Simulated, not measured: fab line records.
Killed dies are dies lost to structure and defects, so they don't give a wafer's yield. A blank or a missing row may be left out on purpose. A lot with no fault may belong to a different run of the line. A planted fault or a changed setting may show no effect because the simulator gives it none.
fab line records	flow sky130
record: lots: 12	wafers: 36	last-day: 50
route steps=708 shown POLY_GATE@231 LDD_HVN@274 LDD_HVP@286 POLY_CUT@315 PAD_OPEN@708
lots with no fault: from the same line, run without faults
start-h: start of the lot's first displayed wafer, in hours after the record's first day	wait-h: time in hours since the lot's previous step	" identical to the entry in the row above	L1.1+2: one row covering several wafers at once	- no value, or no start was given	* or withheld: withheld	< > ~ a bound
route shown NAME@n: NAME is a module with steps in the file, n the number in the route of the first one	usual: average and standard deviation across the fault-free wafers	same: alike in all rows	chamber/n: place in a boat	sites: readings site by site	_std_site: their standard deviation	_edge_site: outer sites' mean less inner sites'	radius-mm: for every site, how far away it sits from the centre of the wafer	mask NAME#n: copy n	behind: the last tool/chamber to shape the wafer	hold: cause of the lot's hold/its duration in hours/its outcome	device: the transistor (n, p or np) that didn't switch	end of line: tests run on the same wafers once the route is complete	a step with no rows: only its recipe	killed: the dies lost at the first sort to structure and to defects; this is not the yield of the wafer	map: per-die view of a wafer (x killed, . not killed, _ where there is no die)
set.NAME: setting as actually run; set.NAME@STEP: the setting as run at that earlier step	model.NAME: the simulator's own value behind a step, which no gauge read
steps of the route over a sample of lots; a table a step, a row a wafer
services: from which hour (start-h, from the record's first day; less than 0 if before it) a tool's chamber was out of use, for how many hours, and why
== steps ==
step: SKY_POLY_GATE_ETCH_17
recipe: target-depth-nm: 180	stop-on: SiO2	over-etch-frac: 0.56667	chemistry: HBr/Cl2	target: poly-Si	icp-w: 400	bias-w: 100	pressure-mtorr: 10	HBr_flow_sccm: 150	Cl2_flow_sccm: 50	time-s: 70.5
usual: chamber-pressure-mTorr: 10.000/0.0081	drypump-motor-current-A: 5.7/0.36	mfc-cl2-sccm: 49.97/0.15	oes-product-au: 0.984/0.0073	throttle-valve-pct: 33.685/0.0097
lot.wafer	tool	chamber	start-h	wait-h	chamber-pressure-mTorr	drypump-motor-current-A	mfc-cl2-sccm	oes-product-au	rf-hours-counter-h	throttle-valve-pct
L125.3	rie-si-01	2	392.62	0.0	10.001	5.8	50.07	0.978	3	33.688
L125.4	"	3	"	"	9.993	5.4	49.91	0.994	2	33.673
L125.6	"	2	"	"	10.006	5.8	49.75	0.983	-	33.684
L126.3	rie-si-02	1	392.82	0.0	9.998	5.6	49.83	0.987	22	33.676
L126.4	"	3	"	"	10.001	6.3	50.22	0.974	4	33.680
L126.6	"	0	"	"	9.998	5.2	49.92	0.991	-	33.695
L127.4	rie-si-02	0	395.97	0.0	10.005	5.2	49.87	0.996	78	33.677
L127.5	"	3	"	"	10.004	6.3	50.09	0.971	-	33.662
L127.6	"	2	"	"	9.997	5.6	50.03	0.982	-	33.678
L130.3	rie-si-02	1	433.72	0.0	9.986	5.6	49.95	0.989	23	33.674
L130.4	"	2	"	"	10.021	5.7	49.96	0.978	21	33.694
L130.5	"	3	"	"	10.002	6.3	49.56	0.988	-	33.689
L131.1	rie-si-01	2	444.32	0.0	9.994	5.9	49.90	0.983	4	33.691
L131.4	"	3	"	"	9.999	5.4	49.96	0.990	2	33.698
L131.5	"	0	"	"	10.003	6.1	50.18	1.002	-	33.683
L137.1	rie-si-02	3	490.17	0.0	9.999	6.3	49.96	0.984	5	33.683
L137.2	"	0	"	"	10.003	5.2	49.98	0.982	0	33.682
L137.4	"	2	"	"	9.999	5.6	50.06	0.993	21	33.666
L138.1	rie-si-01	3	503.68	0.0	9.995	5.4	49.95	0.984	2	33.681
L138.2	"	1	"	"	10.010	5.2	50.04	0.999	3	33.671
L138.6	"	0	"	"	10.001	6.2	49.91	0.996	-	33.691
L140.3	rie-si-01	0	512.22	0.0	10.005	6.2	50.08	0.986	25	33.686
L140.4	"	3	"	"	9.993	5.4	49.68	0.977	2	33.692
L140.6	"	3	"	"	10.015	5.5	49.94	0.972	-	33.679
L141.3	rie-si-02	0	521.92	0.0	9.998	5.2	49.95	0.980	0	33.696
L141.4	"	2	"	"	10.012	5.6	50.10	0.991	21	33.683
L141.6	"	2	"	"	9.994	5.6	49.90	0.982	-	33.678
L142.1	rie-si-01	2	523.62	0.0	9.983	5.9	49.72	0.981	4	33.682
L142.4	"	3	"	"	10.001	5.4	50.16	0.981	2	33.672
L142.6	"	3	"	"	10.009	5.5	49.98	0.975	-	33.691
L144.1	rie-si-01	3	546.13	0.0	10.000	5.5	50.05	0.969	2	33.677
L144.4	"	1	"	"	10.015	5.2	50.00	0.979	3	33.675
L144.6	"	0	"	"	9.995	6.2	49.93	0.996	-	33.677
L147.2	rie-si-02	1	570.02	0.0	9.998	5.6	49.92	0.993	23	33.677
L147.3	"	3	"	"	9.998	6.3	49.73	0.993	5	33.681
L147.5	"	2	"	"	10.013	5.6	49.98	1.001	-	33.682
step: SKY_LDD_HVN_OVL_MEAS_07
usual: LDD_HVN_OVL: -0.2/1.4
lot.wafer	tool	chamber	start-h	wait-h	LDD_HVN_OVL[nm]
L125.3	overlay-02	-	487.59	0.1	1.2
L125.4	"	-	"	"	-1.7
L125.6	"	-	"	"	-1.3
L126.3	overlay-01	-	487.82	0.1	1.8
L126.4	"	-	"	"	1.3
L126.6	"	-	"	"	1.3
L127.4	overlay-01	-	489.62	0.1	1.7
L127.5	"	-	"	"	3.3
L127.6	"	-	"	"	1.5
L130.3	overlay-02	-	528.32	0.1	-0.2
L130.4	"	-	"	"	0.8
L130.5	"	-	"	"	-0.5
L131.1	overlay-01	-	538.98	0.1	-3.0
L131.4	"	-	"	"	0.8
L131.5	"	-	"	"	-1.9
L137.1	overlay-01	-	583.13	0.1	-0.4
L137.2	"	-	"	"	0.5
L137.4	"	-	"	"	0.6
L138.1	overlay-01	-	596.13	0.1	1.1
L138.2	"	-	"	"	0.4
L138.6	"	-	"	"	-0.2
L140.3	overlay-02	-	604.04	0.1	0.1
L140.4	"	-	"	"	0.7
L140.6	"	-	"	"	-0.1
L141.3	overlay-01	-	613.34	0.1	-2.2
L141.4	"	-	"	"	1.1
L141.6	"	-	"	"	-0.4
L142.1	overlay-02	-	616.68	0.1	-0.8
L142.4	"	-	"	"	0.7
L142.6	"	-	"	"	2.2
L144.1	overlay-02	-	636.83	0.1	-1.6
L144.4	"	-	"	"	-1.6
L144.6	"	-	"	"	-1.2
L147.2	overlay-01	-	660.04	0.1	1.4
L147.3	"	-	"	"	-0.5
L147.5	"	-	"	"	0.6
step: SKY_LDD_HVP_IMPLANT_08
recipe: species: B	energy-kev: 20.31	dose-cm2: 1.7e+13	tilt-deg: 17.9
usual: beam-on-s: 10.00/0.19	dose-ions-cm2: 1.7002e+13/1.7e+10	faraday-current-uA: 95.9/1.8
lot.wafer	tool	chamber	start-h	wait-h	beam-on-s	dose-ions-cm2	faraday-current-uA
L125.3	implanter-04	0	518.88	0.1	10.30	1.7023e+13	93.9
L125.4	"	0	"	"	10.02	1.6978e+13	95.1
L125.6	"	0	"	"	9.89	1.7015e+13	97.4
L126.3	implanter-03	0	519.02	0.1	9.85	1.6992e+13	97.0
L126.4	"	0	"	"	9.81	1.7026e+13	97.7
L126.6	"	0	"	"	9.90	1.7035e+13	96.4
L127.4	implanter-04	0	519.94	0.1	9.87	1.7008e+13	97.9
L127.5	"	0	"	"	10.26	1.7008e+13	93.8
L127.6	"	0	"	"	9.83	1.7003e+13	97.3
L130.3	implanter-03	0	558.98	0.1	10.08	1.4399e+13	80.7
L130.4	"	0	"	"	10.09	1.4422e+13	80.4
L130.5	"	0	"	"	10.01	1.4423e+13	81.0
L131.1	implanter-03	0	569.77	0.0	10.32	1.443e+13	78.7
L131.4	"	0	"	"	10.25	1.4396e+13	78.9
L131.5	"	0	"	"	10.01	1.441e+13	80.7
L137.1	implanter-01	0	612.27	0.0	10.01	1.7001e+13	95.7
L137.2	"	0	"	"	10.07	1.6964e+13	96.1
L137.4	"	0	"	"	9.86	1.6997e+13	96.6
L138.1	implanter-01	0	625.02	0.0	10.14	1.7051e+13	95.0
L138.2	"	0	"	"	10.17	1.7023e+13	94.8
L138.6	"	0	"	"	9.67	1.701e+13	98.7
L140.3	implanter-03	0	633.86	0.1	9.78	1.6983e+13	98.4
L140.4	"	0	"	"	10.07	1.6983e+13	95.2
L140.6	"	0	"	"	9.75	1.6963e+13	98.5
L141.3	implanter-04	0	642.17	0.1	10.15	1.6987e+13	94.2
L141.4	"	0	"	"	10.18	1.7015e+13	93.9
L141.6	"	0	"	"	10.06	1.6993e+13	95.3
L142.1	implanter-03	0	645.63	0.3	10.05	1.7008e+13	95.4
L142.4	"	0	"	"	9.97	1.7013e+13	96.5
L142.6	"	0	"	"	10.03	1.6987e+13	95.5
L144.1	implanter-03	0	665.71	0.0	10.07	1.7012e+13	95.3
L144.4	"	0	"	"	9.85	1.701e+13	96.8
L144.6	"	0	"	"	9.49	1.7001e+13	100.4
L147.2	implanter-04	0	687.79	0.0	9.78	1.7002e+13	97.8
L147.3	"	0	"	"	10.06	1.6989e+13	95.4
L147.5	"	0	"	"	9.84	1.7002e+13	97.4
step: SKY_LDD_HVP_TW_MEAS_10
usual: LDD_HVP_TW: 458/3.4
lot.wafer	tool	chamber	start-h	wait-h	LDD_HVP_TW
L125.3	film-metro-02	-	519.10	0.1	457
L125.4	"	-	"	"	457
L125.6	"	-	"	"	455
L126.3	film-metro-04	-	519.24	0.1	458
L126.4	"	-	"	"	458
L126.6	"	-	"	"	459
L127.4	film-metro-01	-	520.15	0.1	459
L127.5	"	-	"	"	460
L127.6	"	-	"	"	462
L130.3	film-metro-01	-	559.20	0.1	434
L130.4	"	-	"	"	435
L130.5	"	-	"	"	437
L131.1	film-metro-04	-	570.02	0.1	435
L131.4	"	-	"	"	437
L131.5	"	-	"	"	434
L137.1	film-metro-01	-	612.52	0.1	460
L137.2	"	-	"	"	459
L137.4	"	-	"	"	457
L138.1	film-metro-02	-	625.27	0.1	452
L138.2	"	-	"	"	454
L138.6	"	-	"	"	453
L140.3	film-metro-01	-	634.08	0.1	463
L140.4	"	-	"	"	464
L140.6	"	-	"	"	464
L141.3	film-metro-01	-	642.39	0.1	463
L141.4	"	-	"	"	464
L141.6	"	-	"	"	464
L142.1	film-metro-01	-	645.88	0.1	463
L142.4	"	-	"	"	463
L142.6	"	-	"	"	462
L144.1	film-metro-01	-	665.96	0.1	457
L144.4	"	-	"	"	457
L144.6	"	-	"	"	459
L147.2	film-metro-04	-	688.02	0.1	454
L147.3	"	-	"	"	455
L147.5	"	-	"	"	455
step: SKY_POLY_CUT_CD_MEAS_08
recipe: target-cd-nm: 270
usual: cd-nm: 269.8/1.5
lot.wafer	tool	chamber	start-h	wait-h	cd-nm
L125.3	cd-sem-02	-	580.09	-	272.0
L125.4	"	-	"	"	273.2
L125.6	"	-	"	"	271.6
L126.3	cd-sem-02	-	583.08	-	272.3
L126.4	"	-	"	"	270.6
L126.6	"	-	"	"	271.2
L127.4	cd-sem-01	-	583.45	-	268.0
L127.5	"	-	"	"	269.7
L127.6	"	-	"	"	268.3
L130.3	cd-sem-01	-	619.89	-	268.9
L130.4	"	-	"	"	267.7
L130.5	"	-	"	"	267.7
L131.1	cd-sem-01	-	631.54	-	270.1
L131.4	"	-	"	"	269.2
L131.5	"	-	"	"	269.6
L137.1	cd-sem-01	-	671.64	-	268.9
L137.2	"	-	"	"	267.1
L137.4	"	-	"	"	267.7
L138.1	cd-sem-01	-	684.35	-	268.9
L138.2	"	-	"	"	268.7
L138.6	"	-	"	"	269.4
L140.3	cd-sem-02	-	693.67	-	269.2
L140.4	"	-	"	"	269.5
L140.6	"	-	"	"	270.4
L141.3	cd-sem-02	-	702.29	-	270.1
L141.4	"	-	"	"	269.7
L141.6	"	-	"	"	269.9
L142.1	cd-sem-01	-	704.49	-	272.3
L142.4	"	-	"	"	273.6
L142.6	"	-	"	"	273.0
L144.1	cd-sem-02	-	724.08	-	271.0
L144.4	"	-	"	"	271.2
L144.6	"	-	"	"	269.8
L147.2	cd-sem-02	-	746.82	-	269.0
L147.3	"	-	"	"	269.3
L147.5	"	-	"	"	268.5
step: SKY_PAD_OPEN_PROBE_99
usual: killed_at_M0_to_M3: 43/6.6	killed_at_M4_up: 2.9/1.8	killed-at-contacts: 25/5.3	killed-at-front-end: 15/4.1	killed-at-other: 0.3/0.6	killed-dies: 86/8.8	killed-open: 47/6.7	killed-short: 39/6.2
same: gross-dies: 492	killed-at-back-side: 0
lot.wafer	tool	chamber	start-h	wait-h	killed_at_M0_to_M3	killed_at_M4_up	killed-at-contacts	killed-at-front-end	killed-at-other	killed-dies	killed-open	killed-short
L142.1	prober-02	-	1176.70	0.1	43	2	24	22	0	91	46	43
L142.4	prober-02	-	1176.85	0.2	36	4	29	21	0	90	44	46
L142.6	prober-02	-	1176.95	0.2	42	2	29	19	0	92	54	38
L144.1	prober-02	-	1187.28	0.1	38	2	33	14	1	88	46	42
L144.4	prober-02	-	1187.43	0.2	36	3	23	16	0	78	39	39
L144.6	prober-02	-	1187.53	0.2	41	5	26	15	0	87	45	41
killed by level:class
L142.1 VIA1:geometric-particle:open=10 POLY_GATE:geometric-particle:open=6 LI_CONTACT:geometric-particle:open=6 VIA3:geometric-particle:open=6 CONTACT:geometric-particle:short=5 CONTACT:geometric-particle:open=5 VIA2:geometric-particle:open=5 METAL1:geometric-particle:short=5
L142.4 LI_CONTACT:geometric-particle:open=10 VIA1:geometric-particle:open=8 FIELD_ISO:geometric-particle:short=7 CONTACT:geometric-particle:open=7 VIA1:geometric-particle:short=7 FIELD_ISO:geometric-particle:open=6 LI_CONTACT:geometric-particle:short=5 METAL2:geometric-particle:short=5
L142.6 CONTACT:geometric-particle:open=12 LI_CONTACT:geometric-particle:open=10 VIA2:geometric-particle:open=10 METAL1:geometric-particle:short=8 VIA1:geometric-particle:open=8 CONTACT:geometric-particle:short=6 FIELD_ISO:geometric-particle:short=5 POLY_GATE:geometric-particle:open=5
L144.1 CONTACT:geometric-particle:open=16 VIA1:geometric-particle:open=9 METAL2:geometric-particle:short=7 LI_CONTACT:geometric-particle:open=7 METAL1:geometric-particle:short=5 POLY_GATE:geometric-particle:short=4 LOCAL_INTERCONNECT:geometric-particle:short=4 VIA2:geometric-particle:short=4
L144.4 CONTACT:geometric-particle:open=7 VIA2:geometric-particle:open=6 VIA1:geometric-particle:open=6 VIA2:geometric-particle:short=5 LI_CONTACT:geometric-particle:open=5 VIA1:geometric-particle:short=5 LI_CONTACT:geometric-particle:short=4 VIA3:geometric-particle:open=4
L144.6 VIA1:geometric-particle:open=11 LI_CONTACT:geometric-particle:open=8 VIA2:geometric-particle:open=6 CONTACT:geometric-particle:open=6 FIELD_ISO:geometric-particle:short=5 LI_CONTACT:geometric-particle:short=5 CONTACT:geometric-particle:short=5 METAL1:geometric-particle:short=5
== services ==
tool	chamber	start-h	hours	kind
implanter-03	-	389.34	1.6	repair
implanter-03	-	402.71	6.3	repair
rie-si-02	0	403.16	-	clean
rie-si-02	0	403.16	29.9	scheduled-down
rie-si-02	0	403.16	29.9	vent-cycle
rie-si-02	-	414.04	0.9	repair
rie-si-02	2	414.58	4.8	repair
rie-si-01	3	425.25	2.4	repair
implanter-04	-	456.13	1.7	repair
implanter-01	-	459.53	5.6	repair
rie-si-02	-	477.26	0.2	repair
implanter-04	-	479.64	4.8	pm
rie-si-01	3	516.49	3.1	repair
implanter-01	-	537.30	3.3	repair
rie-si-02	0	550.41	4.5	repair
rie-si-01	0	572.52	7.2	repair
rie-si-02	1	586.09	3.0	repair
implanter-03	-	615.02	2.0	repair
rie-si-01	0	628.08	-	clean
implanter-01	-	642.56	4.0	pm
implanter-04	-	643.13	5.3	pm
implanter-01	-	649.61	5.9	repair
rie-si-02	-	659.46	2.8	pm
implanter-01	-	665.47	1.9	repair
== key ==
first-sign: step: SKY_LDD_HVP_IMPLANT_08	reading: dose-ions-cm2	direction: down	sigmas: 99+	usual: *	struck: *
effect: step: SKY_LDD_HVP_IMPLANT_08	reading: faraday-current-uA	direction: down	sigmas: 8.8	usual: 95.9	struck: 80.1
effect: step: SKY_LDD_HVP_TW_MEAS_10	reading: LDD_HVP_TW	direction: down	sigmas: 6.6	usual: 458	struck: 435
met-at SKY_LDD_HVP_IMPLANT_08
struck-lots L130,L131
tester-left-out L130,L131
not-acting-at SKY_POLY_GATE_ETCH_17,SKY_LDD_HVN_OVL_MEAS_07,SKY_POLY_CUT_CD_MEAS_08
onset-between 519.02 558.98
fault: kind: process-parameter-drift	tool: implanter-03	chamber: -	onset-h: 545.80	steps: SKY_LDD_HVP_IMPLANT_08	channel: dose-cm2	offset: *	shape: step	end-h: 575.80	acts-in: *	stated: *
tester-left-out: of these lots the tester's yield and bins aren't shown, on N5 and GAA mostly nor the transistor test; their killed dies are dies lost to structure and defects alone, not to doping, threshold or leakage, so they don't give the yield
